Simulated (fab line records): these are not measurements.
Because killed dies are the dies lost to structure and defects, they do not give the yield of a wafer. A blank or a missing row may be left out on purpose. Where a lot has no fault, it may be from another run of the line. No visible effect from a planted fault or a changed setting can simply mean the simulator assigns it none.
What tool caused it? + flow gf180mcu + 6 lots, 18 wafers sampled, at 3 steps of a route of 602

WHAT EACH GAUGE READ, for each wafer
GF_POLY_GATE_CD_MEAS_10: the cd target is 280 nm.
| lot  | measured     | on        | cd_nm (nm)        |
|------|--------------|-----------|-------------------|
| L562 | day 10 01:13 | cd_sem-01 | 277.2 277.5 278.5 |
| L564 | day 10 08:55 | cd_sem-01 | 278.7 278.1 278.1 |
| L566 | day 10 23:47 | cd_sem-01 | 278.3 280.4 279.9 |
| L568 | day 11 14:46 | cd_sem-02 | 281.5 280.7 281.1 |
| L573 | day 12 20:10 | cd_sem-02 | 279.1 279.2 279.5 |
| L583 | day 15 14:41 | cd_sem-02 | 282.9 281.4 280.8 |

WHAT TOOL EACH LOT RAN ON (gives the tool, then ch and the chambers of the sampled wafers, and finally the start)
| lot  | GF_VT_IMPLANT_STRIP_42              | GF_VT_IMPLANT_RTA_45             |
|------|-------------------------------------|----------------------------------|
| L562 | plasma_asher-01 ch 0,1, day 8 02:23 | rtp_anneal-02 ch 0, day 8 02:36  |
| L564 | plasma_asher-02 ch 0,1, day 8 13:38 | rtp_anneal-02 ch 0, day 8 13:52  |
| L566 | plasma_asher-01 ch 0,1, day 9 01:06 | rtp_anneal-02 ch 0, day 9 01:20  |
| L568 | plasma_asher-01 ch 0,1, day 9 17:18 | rtp_anneal-02 ch 0, day 9 17:31  |
| L573 | plasma_asher-03 ch 1, day 10 23:01  | rtp_anneal-01 ch 0, day 10 23:14 |
| L583 | plasma_asher-01 ch 1, day 13 14:11  | rtp_anneal-01 ch 0, day 13 14:25 |
- GF_VT_IMPLANT_STRIP_42: strips in O2/N2.
- GF_VT_IMPLANT_RTA_45: time 30 s.

THE ANSWER, worked out from the rows above alone
Rule: what is usual is taken from the lots themselves. The widest of any qualifying gaps counts: lots, ordered by their means at a reading, are off when they make up no more than a third of the lots, leave a main group of 4 or more, and stand apart from it by 3 or more times the standard deviation of that group's means. The tables above print the reading to a certain number of digits; a main group whose means all agree to those digits is not used. Also off: a lot with no number at a reading for which 4 or more lots have one. Where the step has rows for the other lots, those lots are counted as sound.
No lot is off at any reading shown: from this, nothing can be told.

WHAT HAD BEEN PUT IN BY THE SIMULATOR
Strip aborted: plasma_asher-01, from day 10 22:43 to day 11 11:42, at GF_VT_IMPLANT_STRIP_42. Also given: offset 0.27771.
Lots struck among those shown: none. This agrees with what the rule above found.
